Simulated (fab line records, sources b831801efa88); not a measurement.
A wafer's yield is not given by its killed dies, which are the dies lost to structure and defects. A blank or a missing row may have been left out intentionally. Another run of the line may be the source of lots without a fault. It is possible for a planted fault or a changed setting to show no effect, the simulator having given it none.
Which of the tools did it? | flow sky130 | 72 wafers from 24 lots sampled at 5 of the route's 708 steps

== WHAT THE GAUGES READ, wafer by wafer ==
SKY_FIELD_ISO_CD_MEAS_13: target cd 150 nm. Usual: 150.7 nm for cdNm, sd 1.8.
lot  | measured    | on       | cdNm (nm)         | flag
L074 | day 2 03:52 | cdSem-01 | 150.8 151.7 151.0 | 
L075 | day 2 08:18 | cdSem-01 | 149.4 149.4 147.5 | 
L076 | day 2 18:16 | cdSem-02 | 152.8 152.0 151.5 | 
L077 | day 2 22:37 | cdSem-02 | 151.6 152.4 152.6 | 
L078 | day 3 05:14 | cdSem-01 | 152.3 152.0 152.9 | 
L079 | day 3 07:04 | cdSem-02 | 151.8 148.9 150.1 | 
L080 | day 3 12:37 | cdSem-02 | 148.7 149.8 149.6 | 
L081 | day 3 17:08 | cdSem-02 | 149.5 150.0 148.4 | 
L082 | day 3 21:31 | cdSem-01 | 151.8 150.6 149.9 | 
L083 | day 4 04:12 | cdSem-01 | 150.9 150.7 150.2 | 
L084 | day 4 13:24 | cdSem-02 | 148.1 149.1 150.0 | 
L085 | day 4 14:59 | cdSem-01 | 148.5 148.8 148.9 | 
L086 | day 4 18:44 | cdSem-01 | 149.3 150.7 151.0 | 
L087 | day 5 00:58 | cdSem-01 | 148.4 149.1 150.1 | 
L088 | day 5 04:11 | cdSem-01 | 147.5 145.8 145.9 | 
L089 | day 5 11:26 | cdSem-01 | 154.4 153.7 153.4 | 
L090 | day 5 16:14 | cdSem-01 | 149.6 149.4 150.4 | 
L091 | day 5 21:41 | cdSem-02 | 152.9 153.6 153.9 | 
L092 | day 6 02:06 | cdSem-01 | 150.1 153.1 150.8 | 
L093 | day 6 06:47 | cdSem-01 | 151.4 151.1 149.9 | 
L094 | day 6 12:06 | cdSem-02 | 150.4 149.8 151.2 | 
L095 | day 6 18:38 | cdSem-02 | 151.5 152.6 150.0 | 
L096 | day 7 01:43 | cdSem-01 | 153.0 152.1 153.2 | 
L097 | day 7 07:11 | cdSem-01 | 152.2 153.4 152.5 | 

SKY_LI_CONTACT_BOW_MEAS_03. Usual: LI_CONTACT_BOW typically reads 55 um, with standard deviation 7.7.
lot  | measured     | on           | LI_CONTACT_BOW (um) | flag
L074 | day 28 02:59 | filmMetro-04 | 71 56 54            | 
L075 | day 28 13:26 | filmMetro-04 | 63 56 47            | 
L076 | day 28 20:01 | filmMetro-03 | 58 57 61            | 
L077 | day 29 11:22 | filmMetro-03 | 61 53 56            | 
L078 | day 30 06:49 | filmMetro-04 | 43 50 52            | 
L079 | day 30 06:30 | filmMetro-02 | 59 48 41            | 
L080 | day 30 13:48 | filmMetro-02 | 63 43 56            | 
L081 | day 30 15:59 | filmMetro-02 | 57 52 54            | 
L082 | day 30 19:26 | filmMetro-02 | 47 59 53            | 
L083 | day 31 06:27 | filmMetro-03 | 65 70 53            | 
L084 | day 31 17:39 | filmMetro-02 | 56 47 46            | 
L085 | day 31 21:28 | filmMetro-03 | 48 62 48            | 
L086 | day 32 08:23 | filmMetro-02 | 59 59 49            | 
L087 | day 32 06:48 | filmMetro-03 | 52 61 59            | 
L088 | day 32 18:20 | filmMetro-02 | 64 52 50            | 
L089 | day 32 21:40 | filmMetro-04 | 57 55 64            | 
L090 | day 33 11:13 | filmMetro-04 | 48 56 40            | 
L091 | day 33 19:28 | filmMetro-03 | 76 59 51            | 
L092 | day 34 00:16 | filmMetro-04 | 47 52 42            | 
L093 | day 34 07:35 | filmMetro-02 | 46 61 49            | 
L094 | day 34 23:05 | filmMetro-04 | 53 54 46            | 
L095 | day 34 20:43 | filmMetro-03 | 58 51 62            | 
L096 | day 35 09:47 | filmMetro-04 | 44 53 54            | 
L097 | day 35 14:23 | filmMetro-03 | 59 68 61            | 

SKY_CONTACT_CD_MEAS_14: target cd 170 nm. Usual: 170.6 nm for cdNm, sd 1.4.
lot  | measured     | on       | cdNm (nm)         | flag
L074 | day 31 17:47 | cdSem-02 | 170.6 171.4 172.1 | 
L075 | day 32 02:59 | cdSem-02 | 170.7 170.5 170.1 | 
L076 | day 32 07:59 | cdSem-02 | 172.4 171.2 172.1 | 
L077 | day 32 23:32 | cdSem-02 | 170.4 172.7 171.1 | 
L078 | day 33 20:48 | cdSem-02 | 170.8 170.1 170.2 | 
L079 | day 33 19:47 | cdSem-02 | 171.2 172.4 171.9 | 
L080 | day 34 01:52 | cdSem-02 | 169.6 170.7 168.6 | 
L081 | day 34 02:51 | cdSem-02 | 168.0 168.7 168.5 | 
L082 | day 34 06:49 | cdSem-01 | 171.4 170.4 169.5 | 
L083 | day 34 17:00 | cdSem-02 | 173.8 172.8 172.9 | 
L084 | day 35 04:58 | cdSem-02 | 170.8 170.5 169.1 | 
L085 | day 35 08:29 | cdSem-01 | 172.4 172.9 171.5 | 
L086 | day 35 18:51 | cdSem-02 | 170.5 169.7 170.5 | 
L087 | day 35 18:25 | cdSem-02 | 168.1 168.9 170.0 | 
L088 | day 36 06:12 | cdSem-02 | 170.6 170.6 170.4 | 
L089 | day 36 07:55 | cdSem-01 | 171.1 171.3 169.6 | 
L090 | day 36 21:15 | cdSem-01 | 169.0 170.1 168.5 | 
L091 | day 37 04:08 | cdSem-02 | 168.8 169.6 168.3 | 
L092 | day 37 09:34 | cdSem-01 | 172.4 171.0 170.6 | 
L093 | day 37 17:53 | cdSem-01 | 169.7 169.1 168.9 | 
L094 | day 38 06:43 | cdSem-01 | 169.2 169.1 169.1 | 
L095 | day 38 05:36 | cdSem-02 | 171.1 171.8 170.4 | 
L096 | day 38 18:14 | cdSem-01 | 171.7 171.3 172.1 | 
L097 | day 38 22:42 | cdSem-02 | 173.3 173.7 174.3 | 

== EACH LOT AND THE TOOL THAT RAN IT (in order: tool; ch and the chambers of the sampled wafers; start) ==
lot  | SKY_LDD_LDN_STRIP_12                | SKY_CONTACT_CVD_00
L074 | plasmaAsher-03 ch 0,1, day 23 01:06 | pecvd-03 ch 0,1, day 30 14:03
L075 | plasmaAsher-01 ch 0,1, day 23 11:52 | pecvd-02 ch 0,1,2, day 30 23:34
L076 | plasmaAsher-02 ch 0,1, day 23 19:21 | pecvd-03 ch 0,2, day 31 05:01
L077 | plasmaAsher-02 ch 0, day 24 12:36   | pecvd-02 ch 1,2, day 31 20:28
L078 | plasmaAsher-01 ch 0,1, day 24 19:43 | pecvd-03 ch 1,2, day 32 16:56
L079 | plasmaAsher-01 ch 0,1, day 25 06:10 | pecvd-02 ch 0,1,2, day 32 16:23
L080 | plasmaAsher-02 ch 0,1, day 25 13:37 | pecvd-03 ch 0,1,2, day 32 22:29
L081 | plasmaAsher-02 ch 0,1, day 25 13:55 | pecvd-02 ch 0,1,2, day 32 23:28
L082 | plasmaAsher-02 ch 0,1, day 25 23:16 | pecvd-03 ch 0,1,2, day 33 04:11
L083 | plasmaAsher-01 ch 0,1, day 26 09:41 | pecvd-03 ch 0,1,2, day 33 14:27
L084 | plasmaAsher-03 ch 0,1, day 26 20:43 | pecvd-02 ch 0,1,2, day 34 01:20
L085 | plasmaAsher-01 ch 0,1, day 27 01:52 | pecvd-03 ch 0,1,2, day 34 04:37
L086 | plasmaAsher-03 ch 0,1, day 27 13:58 | pecvd-02 ch 1,2, day 34 15:32
L087 | plasmaAsher-01 ch 0,1, day 27 10:43 | pecvd-04 ch 0,1,2, day 34 15:07
L088 | plasmaAsher-01 ch 0,1, day 28 00:50 | pecvd-04 ch 1,2, day 35 02:43
L089 | plasmaAsher-03 ch 0,1, day 28 04:38 | pecvd-03 ch 1,2, day 35 05:32
L090 | plasmaAsher-01 ch 0,1, day 28 18:39 | pecvd-04 ch 0,2, day 35 19:11
L091 | plasmaAsher-02 ch 0,1, day 29 01:19 | pecvd-02 ch 0,1, day 36 02:34
L092 | plasmaAsher-01 ch 0,1, day 29 09:37 | pecvd-03 ch 0,1,2, day 36 07:38
L093 | plasmaAsher-01 ch 0,1, day 29 15:45 | pecvd-04 ch 0,1,2, day 36 15:53
L094 | plasmaAsher-02 ch 0,1, day 30 07:35 | pecvd-03 ch 1,2, day 37 04:36
L095 | plasmaAsher-02 ch 0,1, day 30 02:25 | pecvd-02 ch 0,1,2, day 37 02:48
L096 | plasmaAsher-01 ch 0,1, day 30 17:28 | pecvd-04 ch 1,2, day 37 15:49
L097 | plasmaAsher-02 ch 0,1, day 30 23:36 | pecvd-02 ch 0,1,2, day 37 20:29
- SKY_LDD_LDN_STRIP_12: strips in O2/N2.
- SKY_CONTACT_CVD_00: deposits Si3N4, target thk 75 nm.

== WHAT THE TOOLS THEMSELVES READ (means of the sampled wafers that have a number; where no wafer has one, the mark that the record gives instead) ==
SKY_LDD_LDN_STRIP_12. Usual: drypumpMotorCurrentA 5.7 A, standard deviation 0.4; n2FlowSccm 300.0 sccm, standard deviation 0.95; oesProductAu 0.715 a.u., standard deviation 0.0046; stripTimeToEndpointS 14.18 s, standard deviation 0.034.
lot  | tool           | drypumpMotorCurrentA (A) | n2FlowSccm (sccm) | oesProductAu (a.u.) | stripTimeToEndpointS (s) | flag
L074 | plasmaAsher-03 | 6.4                      | 300.6             | 0.718               | 14.19                    | 
L075 | plasmaAsher-01 | 5.3                      | 299.7             | 0.717               | 14.24                    | 
L076 | plasmaAsher-02 | 5.9                      | 301.3             | 0.716               | 14.15                    | 
L077 | plasmaAsher-02 | 5.9                      | 299.9             | 0.713               | 14.18                    | 
L078 | plasmaAsher-01 | 5.3                      | 300.4             | 0.714               | 14.22                    | 
L079 | plasmaAsher-01 | 5.3                      | 299.8             | 0.719               | 14.20                    | 
L080 | plasmaAsher-02 | 5.9                      | 300.1             | 0.717               | 14.13                    | 
L081 | plasmaAsher-02 | 5.9                      | 300.6             | 0.712               | 14.20                    | 
L082 | plasmaAsher-02 | 5.9                      | 300.1             | 0.717               | 14.15                    | 
L083 | plasmaAsher-01 | 5.3                      | 300.6             | 0.714               | 14.18                    | 
L084 | plasmaAsher-03 | 6.2                      | 300.1             | 0.718               | 14.20                    | 
L085 | plasmaAsher-01 | 5.4                      | 301.7             | 0.715               | 14.20                    | 
L086 | plasmaAsher-03 | 6.2                      | 298.9             | 0.714               | 14.14                    | 
L087 | plasmaAsher-01 | 5.3                      | 299.0             | 0.715               | 14.25                    | 
L088 | plasmaAsher-01 | 5.3                      | 300.1             | 0.712               | 14.18                    | 
L089 | plasmaAsher-03 | 6.4                      | 300.2             | 0.718               | 14.20                    | 
L090 | plasmaAsher-01 | 5.3                      | 298.3             | 0.718               | 14.17                    | 
L091 | plasmaAsher-02 | 5.9                      | 299.7             | 0.720               | 14.15                    | 
L092 | plasmaAsher-01 | 5.4                      | 299.8             | 0.718               | 14.16                    | 
L093 | plasmaAsher-01 | 5.4                      | 300.3             | 0.714               | 14.17                    | 
L094 | plasmaAsher-02 | 5.9                      | 300.3             | 0.711               | 14.16                    | 
L095 | plasmaAsher-02 | 5.9                      | 299.5             | 0.713               | 14.17                    | 
L096 | plasmaAsher-01 | 5.4                      | 300.7             | 0.714               | 14.20                    | 
L097 | plasmaAsher-02 | 5.9                      | 299.7             | 0.711               | 14.19                    | 

SKY_CONTACT_CVD_00. Usual: 725 W for heaterPowerW, sd 77.
lot  | tool     | heaterPowerW (W) | flag
L074 | pecvd-03 | 762              | 
L075 | pecvd-02 | 721              | 
L076 | pecvd-03 | 764              | 
L077 | pecvd-02 | 668              | 
L078 | pecvd-03 | 661              | 
L079 | pecvd-02 | 756              | 
L080 | pecvd-03 | 716              | 
L081 | pecvd-02 | 713              | 
L082 | pecvd-03 | 757              | 
L083 | pecvd-03 | 735              | 
L084 | pecvd-02 | 757              | 
L085 | pecvd-03 | 734              | 
L086 | pecvd-02 | 652              | 
L087 | pecvd-04 | 729              | 
L088 | pecvd-04 | 656              | 
L089 | pecvd-03 | 758              | 
L090 | pecvd-04 | 680              | 
L091 | pecvd-02 | 821              | 
L092 | pecvd-03 | 728              | 
L093 | pecvd-04 | 729              | 
L094 | pecvd-03 | 691              | 
L095 | pecvd-02 | 725              | 
L096 | pecvd-04 | 677              | 
L097 | pecvd-02 | 754              | 

== THE ANSWER, worked out from the rows above alone ==
Rule: lot off if the mean of its wafers having a number is beyond 3 standard deviations from the usual mean. A lot without any number at a reading at which 4 lots or more have one is off too. The other lots that the step has rows for count as sound. Order of review: gauges by route order, followed by the tools' own readings, for which a lot's mean as printed above is used. At the first step where some lot is off, the reading lying furthest off is the one used; lots without a number count as furthest.
Nothing can be told from this: no lot is off at any reading shown.

== WHAT WAS PUT IN BY THE SIMULATOR ==
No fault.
